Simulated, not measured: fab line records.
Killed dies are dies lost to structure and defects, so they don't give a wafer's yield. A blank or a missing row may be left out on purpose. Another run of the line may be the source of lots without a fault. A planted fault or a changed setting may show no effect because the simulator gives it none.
The tool behind it: which one? -- flow sky130 -- Sampling: 13 lots, 39 wafers, 4 of 708 route steps

WHAT THE GAUGES READ, wafer by wafer
SKY_VT_ADJUST_HVTR_TW_MEAS_11. Usual: VT_ADJUST_HVTR_TW 211.6, standard deviation 1.8.
lot,measured,on,VT_ADJUST_HVTR_TW,flag
L836,day 9 09:13,film_metro-04,209.7 209.9 210.6,
L838,day 10 08:26,film_metro-03,212.0 212.1 211.3,
L839,day 10 17:11,film_metro-04,209.1 210.8 209.4,
L840,day 11 17:11,film_metro-03,213.3 212.5 212.0,
L841,day 11 21:14,film_metro-01,212.2 213.5 213.2,
L843,day 12 04:58,film_metro-01,213.1 212.3 212.5,
L844,day 12 05:05,film_metro-04,208.8 209.5 209.5,
L845,day 12 11:11,film_metro-03,211.5 212.0 211.4,
L846,day 12 13:17,film_metro-03,210.0 210.9 212.1,
L854,day 15 11:09,film_metro-04,209.2 209.2 209.6,
L855,day 15 12:03,film_metro-04,208.8 209.0 208.4,
L857,day 16 08:54,film_metro-01,212.3 212.7 214.1,
L858,day 16 10:34,film_metro-04,209.3 209.0 208.9,

EACH LOT AND THE TOOL THAT RAN IT (in order: tool; ch and the chambers of the sampled wafers; start)
lot,SKY_FIELD_ISO_ETCH_15,SKY_FIELD_ISO_STRIP_16,SKY_VT_ADJUST_NCORE_SOFTBAKE_03
L836,"rie_diel-01 ch 1,2,3, day 2 03:16","plasma_asher-03 ch 0,1, day 2 03:20","litho_track-03 ch 0, day 7 23:46"
L838,"rie_diel-01 ch 0,2,3, day 2 16:44","plasma_asher-04 ch 0,1, day 2 16:47","litho_track-03 ch 0, day 8 22:09"
L839,"rie_diel-02 ch 2,3, day 2 22:47","plasma_asher-02 ch 0,1, day 2 22:50","litho_track-04 ch 0, day 9 06:47"
L840,"rie_diel-03 ch 0,3, day 3 17:19","plasma_asher-04 ch 0,1, day 3 17:23","litho_track-03 ch 0, day 10 06:27"
L841,"rie_diel-02 ch 0,1,3, day 3 18:11","plasma_asher-02 ch 0,1, day 3 18:16","litho_track-01 ch 0, day 10 09:29"
L843,"rie_diel-02 ch 0,1,3, day 3 23:26","plasma_asher-03 ch 0, day 3 23:29","litho_track-04 ch 0, day 10 17:13"
L844,"rie_diel-03 ch 1,2,3, day 3 23:34","plasma_asher-04 ch 0,1, day 3 23:37","litho_track-01 ch 0, day 10 17:14"
L845,"rie_diel-02 ch 0,1,3, day 4 04:39","plasma_asher-04 ch 0,1, day 4 04:44","litho_track-04 ch 0, day 10 22:42"
L846,"rie_diel-01 ch 0,2,3, day 4 08:05","plasma_asher-04 ch 0,1, day 4 08:08","litho_track-01 ch 0, day 11 00:04"
L854,"rie_diel-01 ch 0,2, day 6 04:26","plasma_asher-02 ch 0,1, day 6 04:29","litho_track-01 ch 0, day 13 18:07"
L855,"rie_diel-01 ch 1,2,3, day 6 07:11","plasma_asher-04 ch 0,1, day 6 07:14","litho_track-01 ch 0, day 13 20:07"
L857,"rie_diel-01 ch 1,2, day 6 21:29","plasma_asher-03 ch 0,1, day 6 21:32","litho_track-01 ch 0, day 14 15:41"
L858,"rie_diel-03 ch 0,1,3, day 7 00:07","plasma_asher-03 ch 0,1, day 7 00:10","litho_track-03 ch 0, day 14 17:10"
- SKY_FIELD_ISO_ETCH_15: etches the open film in CHF3/O2, stops on Si, target depth 180 nm, time 72 s.
- SKY_FIELD_ISO_STRIP_16: strips in O2/N2.
- SKY_VT_ADJUST_NCORE_SOFTBAKE_03: time 60 s.

WHAT THE TOOLS THEMSELVES READ (means of the sampled wafers that have a number; where no wafer has one, the mark that the record gives instead)
SKY_FIELD_ISO_ETCH_15. Usual: drypump_motor_current_A 5.7 A, standard deviation 0.44; oes_product_au 0.944 a.u., standard deviation 0.0058; throttle_valve_pct 8.843 %, standard deviation 0.009.
lot,tool,drypump_motor_current_A (A),oes_product_au (a.u.),throttle_valve_pct (%),flag
L836,rie_diel-01,5.6,0.943,8.842,
L838,rie_diel-01,5.4,0.947,8.844,
L839,rie_diel-02,5.9,0.945,8.856,
L840,rie_diel-03,5.5,0.941,8.839,
L841,rie_diel-02,5.6,0.950,8.842,
L843,rie_diel-02,5.6,0.943,8.841,
L844,rie_diel-03,6.0,0.947,8.839,
L845,rie_diel-02,5.6,0.944,8.839,
L846,rie_diel-01,5.4,0.949,8.846,
L854,rie_diel-01,5.4,0.943,8.846,
L855,rie_diel-01,5.6,0.943,8.845,
L857,rie_diel-01,5.6,0.939,8.848,
L858,rie_diel-03,6.0,0.938,8.855,

SKY_FIELD_ISO_STRIP_16. Usual: drypump_motor_current_A 5.4 A, standard deviation 0.3; oes_product_au 0.378 a.u., standard deviation 0.0047; strip_time_to_endpoint_s 3.54 s, standard deviation 0.035.
lot,tool,drypump_motor_current_A (A),oes_product_au (a.u.),strip_time_to_endpoint_s (s),flag
L836,plasma_asher-03,5.2,0.372,3.56,
L838,plasma_asher-04,5.6,0.383,3.56,
L839,plasma_asher-02,5.5,0.374,3.52,
L840,plasma_asher-04,5.6,0.378,3.54,
L841,plasma_asher-02,5.2,0.378,3.55,
L843,plasma_asher-03,5.3,0.376,3.56,
L844,plasma_asher-04,5.3,0.373,3.46,
L845,plasma_asher-04,5.6,0.381,3.57,
L846,plasma_asher-04,5.6,0.375,3.57,
L854,plasma_asher-02,5.5,0.381,3.60,
L855,plasma_asher-04,5.4,0.381,3.53,
L857,plasma_asher-03,5.3,0.384,3.55,
L858,plasma_asher-03,5.3,0.379,3.55,

SKY_VT_ADJUST_NCORE_SOFTBAKE_03. Usual: heater_power_total_W 56.59 W, standard deviation 0.046; run_length_s 89.16 s, standard deviation 0.21.
lot,tool,heater_power_total_W (W),run_length_s (s),flag
L836,litho_track-03,56.61,89.13,
L838,litho_track-03,56.59,89.05,
L839,litho_track-04,56.63,88.92,
L840,litho_track-03,56.61,89.16,
L841,litho_track-01,56.57,89.40,
L843,litho_track-04,56.63,88.99,
L844,litho_track-01,56.61,89.41,
L845,litho_track-04,56.59,88.90,
L846,litho_track-01,56.60,89.39,
L854,litho_track-01,58.99,83.49,OFF
L855,litho_track-01,58.94,83.51,OFF
L857,litho_track-01,61.29,77.61,OFF
L858,litho_track-03,56.59,89.09,

THE ANSWER, worked out from the rows above alone
Rule: lot off if the mean of its wafers having a number is beyond 3 standard deviations from the usual mean. A lot without any number at a reading at which 4 lots or more have one is off too. All remaining lots with rows at the step are treated as sound. Order of review: gauges by route order, followed by the tools' own readings, for which a lot's mean as printed above is used. The first step at which some lot is off is used, and at that step the reading that is off furthest; a lot without a number counts as furthest.
Off: L854, L855, L857 (SKY_VT_ADJUST_NCORE_SOFTBAKE_03, heater_power_total_W).
If a tool, at that step or one of the process steps before it, ran each lot that is off and ran no sound lot following the first of them, it fits. Can't be told from this: 2 tools fit, rie_diel-01 at SKY_FIELD_ISO_ETCH_15, litho_track-01 at SKY_VT_ADJUST_NCORE_SOFTBAKE_03.

WHAT HAD BEEN PUT IN BY THE SIMULATOR
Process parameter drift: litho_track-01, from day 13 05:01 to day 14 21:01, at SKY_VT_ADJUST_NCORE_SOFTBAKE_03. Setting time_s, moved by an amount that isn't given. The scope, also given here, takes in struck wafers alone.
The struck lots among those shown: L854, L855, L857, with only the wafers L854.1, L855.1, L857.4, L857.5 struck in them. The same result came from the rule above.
